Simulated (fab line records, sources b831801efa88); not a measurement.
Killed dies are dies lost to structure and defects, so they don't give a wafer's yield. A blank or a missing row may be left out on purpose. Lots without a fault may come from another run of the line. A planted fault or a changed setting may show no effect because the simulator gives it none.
A sampling plan put to the test | flow sfq_line | one fab line, 41 faults that these records tell of, each judged on the records of the lots that it struck
The plan is the line's own looks: the steps of the route at which a gauge or an inspection reads the wafer and doesn't change it. A look can be judged if struck wafers have a number there and the file gives its usual mean and standard deviation on fault-free wafers. Caught: at a look after the fault's first step, the mean of the struck wafers lies 4 or more of those standard deviations (sigma) from the usual mean. On the tool: the same test on the tool's own readings at the fault's steps. Another recipe on the struck wafers, or a record that is blank for them alone, also counts as caught.

THE FAULTS, as the simulator had put them in
1. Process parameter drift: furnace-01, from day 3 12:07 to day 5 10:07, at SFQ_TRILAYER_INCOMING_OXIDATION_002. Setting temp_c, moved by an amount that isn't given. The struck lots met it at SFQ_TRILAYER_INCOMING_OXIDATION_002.
2. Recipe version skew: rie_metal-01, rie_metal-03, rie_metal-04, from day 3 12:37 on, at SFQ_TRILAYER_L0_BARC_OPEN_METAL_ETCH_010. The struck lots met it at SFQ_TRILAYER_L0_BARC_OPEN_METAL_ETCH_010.
3. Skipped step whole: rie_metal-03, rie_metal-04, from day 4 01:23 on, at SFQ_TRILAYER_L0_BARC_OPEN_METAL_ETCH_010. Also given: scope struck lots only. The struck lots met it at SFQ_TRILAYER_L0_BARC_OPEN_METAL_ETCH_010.
4. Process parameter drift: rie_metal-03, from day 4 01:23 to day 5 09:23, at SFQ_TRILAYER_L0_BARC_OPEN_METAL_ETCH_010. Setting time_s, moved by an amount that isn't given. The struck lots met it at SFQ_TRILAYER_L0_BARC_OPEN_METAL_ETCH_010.
5. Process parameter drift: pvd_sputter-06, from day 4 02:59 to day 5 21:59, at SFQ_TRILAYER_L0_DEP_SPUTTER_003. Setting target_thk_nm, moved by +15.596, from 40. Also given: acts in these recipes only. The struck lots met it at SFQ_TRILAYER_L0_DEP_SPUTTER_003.
6. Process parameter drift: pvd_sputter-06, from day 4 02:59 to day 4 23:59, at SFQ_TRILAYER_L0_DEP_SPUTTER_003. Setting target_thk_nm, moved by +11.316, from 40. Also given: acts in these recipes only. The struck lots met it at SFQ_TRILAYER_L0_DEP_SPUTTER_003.
7. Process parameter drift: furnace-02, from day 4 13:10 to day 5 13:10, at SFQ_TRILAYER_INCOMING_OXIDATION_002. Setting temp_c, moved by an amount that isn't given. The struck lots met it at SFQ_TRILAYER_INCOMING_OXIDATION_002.
8. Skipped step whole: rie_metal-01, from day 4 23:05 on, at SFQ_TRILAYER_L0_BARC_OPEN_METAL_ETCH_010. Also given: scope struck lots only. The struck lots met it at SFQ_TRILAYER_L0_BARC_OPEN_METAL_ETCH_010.
9. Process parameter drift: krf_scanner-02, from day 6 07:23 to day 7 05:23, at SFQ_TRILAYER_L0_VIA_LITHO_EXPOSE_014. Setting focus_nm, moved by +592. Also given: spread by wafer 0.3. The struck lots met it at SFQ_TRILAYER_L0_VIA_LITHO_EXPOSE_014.
10. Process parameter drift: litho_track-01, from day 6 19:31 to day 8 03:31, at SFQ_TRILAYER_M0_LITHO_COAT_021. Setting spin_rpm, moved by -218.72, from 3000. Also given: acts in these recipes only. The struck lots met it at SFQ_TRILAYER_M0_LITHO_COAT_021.
11. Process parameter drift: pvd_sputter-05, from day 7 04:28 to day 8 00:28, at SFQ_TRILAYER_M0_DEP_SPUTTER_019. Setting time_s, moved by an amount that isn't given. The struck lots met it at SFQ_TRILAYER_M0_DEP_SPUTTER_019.
12. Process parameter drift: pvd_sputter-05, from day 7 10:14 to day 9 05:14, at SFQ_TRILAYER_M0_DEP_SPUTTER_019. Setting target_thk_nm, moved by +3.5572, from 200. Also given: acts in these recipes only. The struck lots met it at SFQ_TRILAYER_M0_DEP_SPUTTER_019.
13. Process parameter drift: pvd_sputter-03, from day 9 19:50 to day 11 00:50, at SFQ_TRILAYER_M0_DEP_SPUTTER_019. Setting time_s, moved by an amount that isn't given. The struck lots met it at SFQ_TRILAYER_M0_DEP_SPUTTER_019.
14. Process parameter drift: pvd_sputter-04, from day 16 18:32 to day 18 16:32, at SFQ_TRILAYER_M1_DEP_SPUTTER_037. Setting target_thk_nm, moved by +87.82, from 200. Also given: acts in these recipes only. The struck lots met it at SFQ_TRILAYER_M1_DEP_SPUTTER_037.
15. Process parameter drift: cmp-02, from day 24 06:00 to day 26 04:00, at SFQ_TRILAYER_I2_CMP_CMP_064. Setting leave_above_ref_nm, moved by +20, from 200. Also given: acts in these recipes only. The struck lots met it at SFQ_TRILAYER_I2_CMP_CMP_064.
16. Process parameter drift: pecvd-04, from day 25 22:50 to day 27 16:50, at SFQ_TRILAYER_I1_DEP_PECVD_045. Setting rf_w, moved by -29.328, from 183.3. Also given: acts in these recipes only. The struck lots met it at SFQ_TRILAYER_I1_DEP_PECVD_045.
17. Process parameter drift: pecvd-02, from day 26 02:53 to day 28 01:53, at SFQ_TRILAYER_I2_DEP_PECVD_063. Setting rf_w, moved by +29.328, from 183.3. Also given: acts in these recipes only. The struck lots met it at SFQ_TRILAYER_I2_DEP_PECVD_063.
18. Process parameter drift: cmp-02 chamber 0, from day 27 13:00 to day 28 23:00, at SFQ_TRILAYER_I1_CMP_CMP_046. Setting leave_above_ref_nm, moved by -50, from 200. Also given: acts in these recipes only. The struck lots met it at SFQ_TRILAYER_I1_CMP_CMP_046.
19. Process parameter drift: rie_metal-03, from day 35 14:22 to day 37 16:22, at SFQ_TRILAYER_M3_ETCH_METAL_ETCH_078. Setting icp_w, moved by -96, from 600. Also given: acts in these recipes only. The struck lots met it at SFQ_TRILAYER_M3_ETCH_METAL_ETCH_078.
20. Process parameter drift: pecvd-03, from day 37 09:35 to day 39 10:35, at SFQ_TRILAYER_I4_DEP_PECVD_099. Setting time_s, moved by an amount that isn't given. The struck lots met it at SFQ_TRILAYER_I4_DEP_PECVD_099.
21. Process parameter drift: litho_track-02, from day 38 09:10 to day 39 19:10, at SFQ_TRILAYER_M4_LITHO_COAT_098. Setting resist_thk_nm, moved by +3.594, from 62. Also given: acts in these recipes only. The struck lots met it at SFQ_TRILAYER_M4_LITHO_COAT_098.
22. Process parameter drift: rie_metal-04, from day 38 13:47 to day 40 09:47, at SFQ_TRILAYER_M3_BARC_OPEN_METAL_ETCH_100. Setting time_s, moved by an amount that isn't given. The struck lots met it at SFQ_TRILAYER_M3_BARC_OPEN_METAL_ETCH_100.
23. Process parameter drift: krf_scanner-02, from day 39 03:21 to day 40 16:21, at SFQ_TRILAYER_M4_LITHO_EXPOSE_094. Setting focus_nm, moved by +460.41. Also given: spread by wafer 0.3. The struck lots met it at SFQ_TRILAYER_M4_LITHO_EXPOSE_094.
24. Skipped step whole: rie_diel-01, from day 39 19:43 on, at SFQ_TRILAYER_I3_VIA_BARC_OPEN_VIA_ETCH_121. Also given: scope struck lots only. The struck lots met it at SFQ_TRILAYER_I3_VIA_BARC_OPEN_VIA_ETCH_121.
25. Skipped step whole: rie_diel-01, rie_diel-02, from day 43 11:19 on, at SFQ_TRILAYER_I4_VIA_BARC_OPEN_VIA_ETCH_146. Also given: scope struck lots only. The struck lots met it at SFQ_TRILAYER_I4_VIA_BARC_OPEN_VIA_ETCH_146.
26. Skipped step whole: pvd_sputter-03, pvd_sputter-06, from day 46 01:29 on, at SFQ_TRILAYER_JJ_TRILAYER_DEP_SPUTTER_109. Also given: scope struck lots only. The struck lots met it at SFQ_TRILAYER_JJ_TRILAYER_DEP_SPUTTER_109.
27. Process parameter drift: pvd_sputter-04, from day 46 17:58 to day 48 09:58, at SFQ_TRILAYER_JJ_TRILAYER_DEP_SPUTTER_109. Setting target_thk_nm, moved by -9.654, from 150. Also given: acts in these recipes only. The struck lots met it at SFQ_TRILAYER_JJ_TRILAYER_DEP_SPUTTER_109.
28. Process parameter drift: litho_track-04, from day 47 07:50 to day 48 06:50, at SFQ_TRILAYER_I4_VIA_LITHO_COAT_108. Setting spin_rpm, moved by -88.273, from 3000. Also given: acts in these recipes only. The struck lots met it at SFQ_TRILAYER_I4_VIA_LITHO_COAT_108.
29. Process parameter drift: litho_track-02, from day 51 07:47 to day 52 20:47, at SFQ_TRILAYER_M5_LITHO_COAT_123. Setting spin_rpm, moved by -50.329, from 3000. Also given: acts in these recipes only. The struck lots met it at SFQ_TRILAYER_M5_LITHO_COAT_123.
30. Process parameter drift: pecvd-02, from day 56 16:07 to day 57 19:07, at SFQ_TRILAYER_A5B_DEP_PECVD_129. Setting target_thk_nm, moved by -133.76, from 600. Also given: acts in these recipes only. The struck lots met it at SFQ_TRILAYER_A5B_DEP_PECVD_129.
31. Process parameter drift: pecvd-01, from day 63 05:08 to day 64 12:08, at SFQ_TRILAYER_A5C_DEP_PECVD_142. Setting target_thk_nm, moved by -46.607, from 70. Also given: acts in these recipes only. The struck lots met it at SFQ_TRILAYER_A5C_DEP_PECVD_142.
32. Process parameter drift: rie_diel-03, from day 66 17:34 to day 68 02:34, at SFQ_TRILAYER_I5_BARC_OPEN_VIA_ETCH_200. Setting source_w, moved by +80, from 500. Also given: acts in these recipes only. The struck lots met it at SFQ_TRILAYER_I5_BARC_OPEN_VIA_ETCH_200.
33. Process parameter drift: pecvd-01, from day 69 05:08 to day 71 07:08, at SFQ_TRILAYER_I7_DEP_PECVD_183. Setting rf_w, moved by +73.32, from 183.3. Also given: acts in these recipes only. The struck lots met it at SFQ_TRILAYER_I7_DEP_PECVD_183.
34. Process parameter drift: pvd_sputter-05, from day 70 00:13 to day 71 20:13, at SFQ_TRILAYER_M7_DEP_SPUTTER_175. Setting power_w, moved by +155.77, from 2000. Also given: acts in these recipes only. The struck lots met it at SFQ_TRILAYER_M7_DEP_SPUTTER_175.
35. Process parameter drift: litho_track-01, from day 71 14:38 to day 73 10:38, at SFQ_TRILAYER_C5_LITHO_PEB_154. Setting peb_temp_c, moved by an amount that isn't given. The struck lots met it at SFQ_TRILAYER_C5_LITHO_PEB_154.
36. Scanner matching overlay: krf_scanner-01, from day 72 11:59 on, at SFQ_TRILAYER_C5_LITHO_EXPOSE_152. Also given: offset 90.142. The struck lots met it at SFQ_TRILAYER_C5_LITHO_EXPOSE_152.
37. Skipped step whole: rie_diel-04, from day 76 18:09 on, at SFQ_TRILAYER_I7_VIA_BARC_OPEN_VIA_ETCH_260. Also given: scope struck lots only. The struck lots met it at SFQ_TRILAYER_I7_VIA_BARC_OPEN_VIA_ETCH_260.
38. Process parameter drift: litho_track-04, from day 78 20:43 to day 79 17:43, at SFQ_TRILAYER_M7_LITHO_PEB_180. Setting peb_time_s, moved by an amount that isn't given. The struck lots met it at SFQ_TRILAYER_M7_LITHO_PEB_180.
39. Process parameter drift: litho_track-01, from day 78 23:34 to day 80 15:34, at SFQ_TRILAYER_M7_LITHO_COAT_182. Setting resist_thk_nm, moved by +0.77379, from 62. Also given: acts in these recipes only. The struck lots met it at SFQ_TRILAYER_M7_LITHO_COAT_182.
40. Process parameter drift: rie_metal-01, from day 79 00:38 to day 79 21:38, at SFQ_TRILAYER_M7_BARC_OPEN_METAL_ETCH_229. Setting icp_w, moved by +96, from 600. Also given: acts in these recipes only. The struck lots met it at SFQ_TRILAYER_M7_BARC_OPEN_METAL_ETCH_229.
41. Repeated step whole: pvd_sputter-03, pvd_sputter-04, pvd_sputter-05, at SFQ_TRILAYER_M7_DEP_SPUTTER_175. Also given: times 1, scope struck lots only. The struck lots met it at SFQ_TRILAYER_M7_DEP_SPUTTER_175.

WHAT THE PLAN SAW
fault | on the tool itself                               | first look that catches it                      | reading, sigma                                  | median hours from its first step to that look | hours from the fault's start to the first struck lot there | judged looks passed uncaught
1     | tube_center_temp_C -99 or beyond sigma           | no look after it can be judged                  | -                                               | -                                             | -                                                          | 0
2     | oes_product_au +28 sigma                         | no look after it can be judged                  | -                                               | -                                             | -                                                          | 0
3     | the tool's record is blank for the struck wafers | no look after it can be judged                  | -                                               | -                                             | -                                                          | 0
4     | oes_product_au -6.7 sigma                        | no look after it can be judged                  | -                                               | -                                             | -                                                          | 0
5     | under 2 sigma                                    | SFQ_L0_RS_MEAS_901                              | L0_MONX_KI_RS -30                               | 0.1                                           | 3                                                          | 0
6     | under 2 sigma                                    | SFQ_L0_RS_MEAS_901                              | L0_MONX_KI_RS -24                               | 0.1                                           | 3                                                          | 0
7     | tube_center_temp_C -81 sigma                     | no look after it can be judged                  | -                                               | -                                             | -                                                          | 0
8     | the tool's record is blank for the struck wafers | no look after it can be judged                  | -                                               | -                                             | -                                                          | 0
9     | no reading that can be judged                    | not the one look that can be judged after it    | -                                               | -                                             | -                                                          | 1
10    | spin_speed_rpm -99 or beyond sigma               | not the one look that can be judged after it    | -                                               | -                                             | -                                                          | 1
11    | under 2 sigma                                    | SFQ_M0_RS_MEAS_904                              | M0_NB_RS +12                                    | 0.1                                           | 4                                                          | 0
12    | under 2 sigma                                    | none of the 5 looks that can be judged after it | strongest: M0_NB_RS at SFQ_M0_RS_MEAS_904, -2.1 | -                                             | -                                                          | 5
13    | under 2 sigma                                    | SFQ_M0_RS_MEAS_904                              | M0_NB_RS -17                                    | 0.1                                           | 12                                                         | 0
14    | under 2 sigma                                    | SFQ_M1_RS_MEAS_909                              | M1_NB_RS -31                                    | 0.2                                           | 20                                                         | 0
15    | only faintly: time_to_endpoint_s -2.7 sigma      | not the one look that can be judged after it    | -                                               | -                                             | -                                                          | 1
16    | rf_fwd_power_W -47 sigma                         | none of the 3 looks that can be judged after it | -                                               | -                                             | -                                                          | 3
17    | rf_fwd_power_W +49 sigma                         | no look after it can be judged                  | -                                               | -                                             | -                                                          | 0
18    | time_to_endpoint_s +5.0 sigma                    | not the one look that can be judged after it    | -                                               | -                                             | -                                                          | 1
19    | rf_fwd_power_W -50 sigma                         | no look after it can be judged                  | -                                               | -                                             | -                                                          | 0
20    | run_length_s -12 sigma                           | no look after it can be judged                  | -                                               | -                                             | -                                                          | 0
21    | no reading that can be judged                    | no look after it can be judged                  | -                                               | -                                             | -                                                          | 0
22    | run_length_s -12 sigma                           | no look after it can be judged                  | -                                               | -                                             | -                                                          | 0
23    | no reading that can be judged                    | none of the 5 looks that can be judged after it | -                                               | -                                             | -                                                          | 5
24    | the tool's record is blank for the struck wafers | no look after it can be judged                  | -                                               | -                                             | -                                                          | 0
25    | the tool's record is blank for the struck wafers | no look after it can be judged                  | -                                               | -                                             | -                                                          | 0
26    | the tool's record is blank for the struck wafers | no look after it can be judged                  | -                                               | -                                             | -                                                          | 0
27    | under 2 sigma                                    | no look after it can be judged                  | -                                               | -                                             | -                                                          | 0
28    | spin_speed_rpm -44 sigma                         | not the one look that can be judged after it    | -                                               | -                                             | -                                                          | 1
29    | spin_speed_rpm -26 sigma                         | not the one look that can be judged after it    | -                                               | -                                             | -                                                          | 1
30    | under 2 sigma                                    | no look after it can be judged                  | -                                               | -                                             | -                                                          | 0
31    | under 2 sigma                                    | no look after it can be judged                  | -                                               | -                                             | -                                                          | 0
32    | rf_fwd_power_W +31 sigma                         | no look after it can be judged                  | -                                               | -                                             | -                                                          | 0
33    | rf_fwd_power_W +99 or beyond sigma               | no look after it can be judged                  | -                                               | -                                             | -                                                          | 0
34    | cathode_dc_power_W +99 or beyond sigma           | SFQ_M7_RS_MEAS_943                              | M7_NB_RS -8.6                                   | 0.1                                           | 18                                                         | 0
35    | heater_power_total_W -15 sigma                   | not the one look that can be judged after it    | -                                               | -                                             | -                                                          | 1
36    | under 2 sigma                                    | SFQ_C5_OVL_MEAS_937                             | C5_OVL +15                                      | 1.3                                           | 0                                                          | 0
37    | the tool's record is blank for the struck wafers | not the one look that can be judged after it    | -                                               | -                                             | -                                                          | 1
38    | under 2 sigma                                    | not the one look that can be judged after it    | -                                               | -                                             | -                                                          | 1
39    | no reading that can be judged                    | not the one look that can be judged after it    | -                                               | -                                             | -                                                          | 1
40    | rf_fwd_power_W +29 sigma                         | no look after it can be judged                  | -                                               | -                                             | -                                                          | 0
41    | under 2 sigma                                    | SFQ_M7_RS_MEAS_943                              | M7_NB_RS -60                                    | 0.4                                           | -                                                          | 0
A dash: the fault isn't caught, or these records don't give the number.

Caught at a look: 8 of 41. Caught on the tool: 24 of 41. By one or the other: 31 of 41.
Caught on the tool alone: faults 1, 2, 3, 4, 7, 8, 10, 16, 17, 18, 19, 20, 22, 24, 25, 26, 28, 29, 32, 33, 35, 37, 40.
Caught at a look alone: faults 5, 6, 11, 13, 14, 36, 41.
Caught by neither: faults 9, 12, 15, 21, 23, 27, 30, 31, 38, 39.

THINNER SAMPLING
If the look that catches a fault measured only every second or every third lot, by lot number, the first struck lot would be measured this late in the worst case:
fault | struck lots at that look, in order of time | every lot | every second lot | every third lot
5     | L913, L916                                 | 3 h       | 18 h             | may miss all 2
6     | L936, L939                                 | 3 h       | 18 h             | may miss all 2
11    | L937, L938, L939                           | 4 h       | 8 h              | 17 h
13    | L467, L468                                 | 12 h      | 18 h             | may miss all 2
14    | L529, L530                                 | 20 h      | 24 h             | may miss all 2
34    | L384, L385                                 | 18 h      | 36 h             | may miss all 2
36    | L247, L248, L249, L250                     | 0 h       | 3 h              | 6 h
Hours are from the fault's start to the first struck lot that is measured. The limit of 4 sigma was tested on all struck wafers together, so one lot alone may lie under it. Other struck lots may not be in these records.

THE LONGEST TIMED WAY FROM STEP TO LOOK
Fault 36: a median of 1.3 hours passes between SFQ_TRILAYER_C5_LITHO_EXPOSE_152 and SFQ_C5_OVL_MEAS_937. No look between them can be judged.
